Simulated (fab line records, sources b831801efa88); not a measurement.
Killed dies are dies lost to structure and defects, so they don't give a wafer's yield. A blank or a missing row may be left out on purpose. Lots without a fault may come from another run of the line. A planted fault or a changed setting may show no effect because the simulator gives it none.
Which tool did it? | flow gf180mcu | 13 lots, 39 wafers sampled, at 5 steps of a route of 602

WHAT THE GAUGES READ, wafer by wafer
GF_VT_IMPLANT_TW_MEAS_21.
lot  | measured     | on            | VT_IMPLANT_2_TW
L371 | day 6 06:05  | film_metro-02 | 1226 1228 1234
L372 | day 6 12:19  | film_metro-01 | 1216 1214 1216
L373 | day 6 17:48  | film_metro-03 | 1216 1219 1217
L374 | day 7 04:48  | film_metro-03 | 1210 1208 1210
L379 | day 8 09:13  | film_metro-01 | 1215 1212 1212
L382 | day 9 11:06  | film_metro-03 | 1113 1193 1098 1113 1198 1100
L384 | day 9 20:03  | film_metro-01 | 1102 1093 1084 1106 1093 1086
L386 | day 10 07:25 | film_metro-02 | 1231 1225 1229
L387 | day 10 14:20 | film_metro-01 | 1219 1219 1210
L390 | day 11 06:42 | film_metro-03 | 1203 1207 1206
L391 | day 11 15:09 | film_metro-02 | 1222 1214 1214
L393 | day 12 02:01 | film_metro-01 | 1214 1216 1209
L394 | day 12 08:09 | film_metro-03 | 1207 1207 1211

GF_M2_RS_MEAS_05: measures by four-point-probe.
lot  | measured     | on            | M2_ALCU_RS (ohm/sq)
L371 | day 18 03:52 | film_metro-01 | 0.0693 0.0690 0.0694
L372 | day 18 09:49 | film_metro-02 | 0.0711 0.0701 0.0698
L373 | day 18 23:59 | film_metro-02 | 0.0688 0.0698 0.0689
L374 | day 19 16:11 | film_metro-01 | 0.0697 0.0701 0.0700
L379 | day 21 10:04 | film_metro-02 | 0.0692 0.0696 0.0696
L382 | day 22 17:22 | film_metro-02 | 0.0698 0.0693 0.0699
L384 | day 23 05:43 | film_metro-02 | 0.0682 0.0700 0.0694
L386 | day 23 19:15 | film_metro-01 | 0.0708 0.0704 0.0712
L387 | day 24 06:22 | film_metro-04 | 0.0696 0.0699 0.0693
L390 | day 24 23:55 | film_metro-02 | 0.0679 0.0680 0.0687
L391 | day 25 11:19 | film_metro-01 | 0.0700 0.0697 0.0706
L393 | day 25 23:40 | film_metro-04 | 0.0684 0.0696 0.0688
L394 | day 26 04:27 | film_metro-01 | 0.0712 0.0692 0.0693

WHICH TOOL RAN EACH LOT (tool, then ch and the chambers of the sampled wafers, then the start)
lot  | GF_MVPSD_STRIP_10                    | GF_VT_IMPLANT_IMPLANT_19        | GF_HV_LDD_ETCHBACK_58
L371 | plasma_asher-02 ch 0,1, day 4 23:56  | implanter-02 ch 0, day 6 05:52  | rie_diel-03 ch 1,2, day 12 10:09
L372 | plasma_asher-04 ch 0,1, day 5 05:44  | implanter-04 ch 0, day 6 12:05  | rie_diel-01 ch 0,3, day 12 17:26
L373 | plasma_asher-03 ch 0,1, day 5 11:33  | implanter-02 ch 0, day 6 17:33  | rie_diel-03 ch 0,3, day 13 04:48
L374 | plasma_asher-02 ch 0,1, day 5 22:49  | implanter-04 ch 0, day 7 04:33  | rie_diel-02 ch 0,2,3, day 13 18:11
L379 | plasma_asher-03 ch 0,1, day 7 00:18  | implanter-01 ch 0, day 8 08:58  | rie_diel-02 ch 0,2,3, day 15 07:29
L382 | plasma_asher-04 ch 0,1, day 8 00:41  | implanter-04 ch 0, day 9 10:51  | rie_diel-02 ch 0,1, day 16 12:25
L384 | plasma_asher-03 ch 1, day 8 10:04    | implanter-04 ch 0, day 9 19:48  | rie_diel-01 ch 0,2,3, day 17 01:00
L386 | plasma_asher-04 ch 0,1, day 8 21:21  | implanter-02 ch 0, day 10 07:10 | rie_diel-03 ch 0,2, day 17 14:26
L387 | plasma_asher-04 ch 0,1, day 9 03:36  | implanter-01 ch 0, day 10 14:05 | rie_diel-03 ch 0,1,3, day 18 02:38
L390 | plasma_asher-04 ch 0,1, day 9 18:54  | implanter-02 ch 0, day 11 06:28 | rie_diel-03 ch 1,2,3, day 18 21:14
L391 | plasma_asher-02 ch 0,1, day 10 03:12 | implanter-02 ch 0, day 11 14:55 | rie_diel-02 ch 0,1,3, day 19 10:27
L393 | plasma_asher-03 ch 0,1, day 10 12:59 | implanter-02 ch 0, day 12 01:49 | rie_diel-03 ch 1,2,3, day 20 00:57
L394 | plasma_asher-03 ch 0,1, day 10 18:50 | implanter-02 ch 0, day 12 07:55 | rie_diel-01 ch 0,1,2, day 20 05:45
- GF_MVPSD_STRIP_10: strips in O2/N2.
- GF_VT_IMPLANT_IMPLANT_19
- GF_HV_LDD_ETCHBACK_58: etches Si3N4 in CH3F/O2, stops on SiO2, time 100 s, target depth 90 nm.

WHAT THE TOOLS THEMSELVES READ (means of the sampled wafers that have a number; where no wafer has one, the mark that the record gives instead)
GF_MVPSD_STRIP_10.
lot  | tool            | drypump_motor_current_A (A) | heater_power_w (W) | oes_product_au (a.u.) | strip_time_to_endpoint_s (s)
L371 | plasma_asher-02 | 5.7                         | 344                | 0.725                 | 36.96
L372 | plasma_asher-04 | 5.0                         | 322                | 0.721                 | 37.04
L373 | plasma_asher-03 | 6.2                         | 349                | 0.720                 | 37.00
L374 | plasma_asher-02 | 6.2                         | 340                | 0.720                 | 36.98
L379 | plasma_asher-03 | 6.2                         | 353                | 0.719                 | 37.05
L382 | plasma_asher-04 | 5.0                         | 315                | 0.729                 | 36.94
L384 | plasma_asher-03 | 6.4                         | 353                | 0.722                 | 37.02
L386 | plasma_asher-04 | 5.0                         | 317                | 0.726                 | 36.95
L387 | plasma_asher-04 | 5.0                         | 320                | 0.719                 | 36.91
L390 | plasma_asher-04 | 5.4                         | 307                | 0.722                 | 36.89
L391 | plasma_asher-02 | 5.7                         | 347                | 0.723                 | 37.00
L393 | plasma_asher-03 | 6.0                         | 346                | 0.726                 | 37.04
L394 | plasma_asher-03 | 5.9                         | 346                | 0.717                 | 36.91

GF_HV_LDD_ETCHBACK_58.
lot  | tool        | drypump_motor_current_A (A) | oes_product_au (a.u.) | throttle_valve_pct (%)
L371 | rie_diel-03 | 6.2                         | 0.843                 | 10.555
L372 | rie_diel-01 | 5.6                         | 0.851                 | 10.560
L373 | rie_diel-03 | 5.6                         | 0.848                 | 10.556
L374 | rie_diel-02 | 6.0                         | 0.848                 | 10.564
L379 | rie_diel-02 | 5.9                         | 0.843                 | 10.562
L382 | rie_diel-02 | 5.8                         | 0.842                 | 10.562
L384 | rie_diel-01 | 5.8                         | 0.845                 | 10.570
L386 | rie_diel-03 | 5.5                         | 0.850                 | 10.563
L387 | rie_diel-03 | 5.9                         | 0.845                 | 10.565
L390 | rie_diel-03 | 6.1                         | 0.839                 | 10.552
L391 | rie_diel-02 | 5.8                         | 0.857                 | 10.560
L393 | rie_diel-03 | 6.1                         | 0.847                 | 10.560
L394 | rie_diel-01 | 6.2                         | 0.841                 | 10.565

THE ANSWER, worked out from the rows above alone
Rule: what is usual is taken from the lots themselves. Put in order of their means at a reading, lots are off if they are a third of the lots or fewer, leave a main group of 4 or more, and stand apart from it by a gap of 3 or more times the standard deviation of the main group's means; of several such gaps the widest counts. A main group whose means are all the same, to the digits that the tables above print for the reading, isn't used. A lot without any number at a reading at which 4 lots or more have one is off too. The other lots that the step has rows for count as sound. The gauges are gone through in route order, then the tools' own readings, and for those a lot's mean is taken as printed above. The first step at which some lot is off is used, and at that step the reading that is off furthest; a lot without a number counts as furthest.
Off: L382, L384, at GF_VT_IMPLANT_TW_MEAS_21 (VT_IMPLANT_2_TW). The main group: mean 1216, standard deviation 7.2.
A tool fits if, at a process step before that reading, it ran every lot that is off, and no sound lot after the first of them. The gauges at GF_VT_IMPLANT_TW_MEAS_21 are tried like those tools. One fits: implanter-04 at GF_VT_IMPLANT_IMPLANT_19. Its last sound lot is L374 (day 7 04:33), its first lot that is off L382 (day 9 10:51): a fault that began between those two fits.

WHAT THE SIMULATOR HAD PUT IN
Process parameter drift: implanter-04, from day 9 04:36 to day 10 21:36, at GF_VT_IMPLANT_IMPLANT_19. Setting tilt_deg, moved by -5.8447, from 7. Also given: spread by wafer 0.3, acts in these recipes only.
Lots struck among those shown: L382, L384. The rule above found the same.
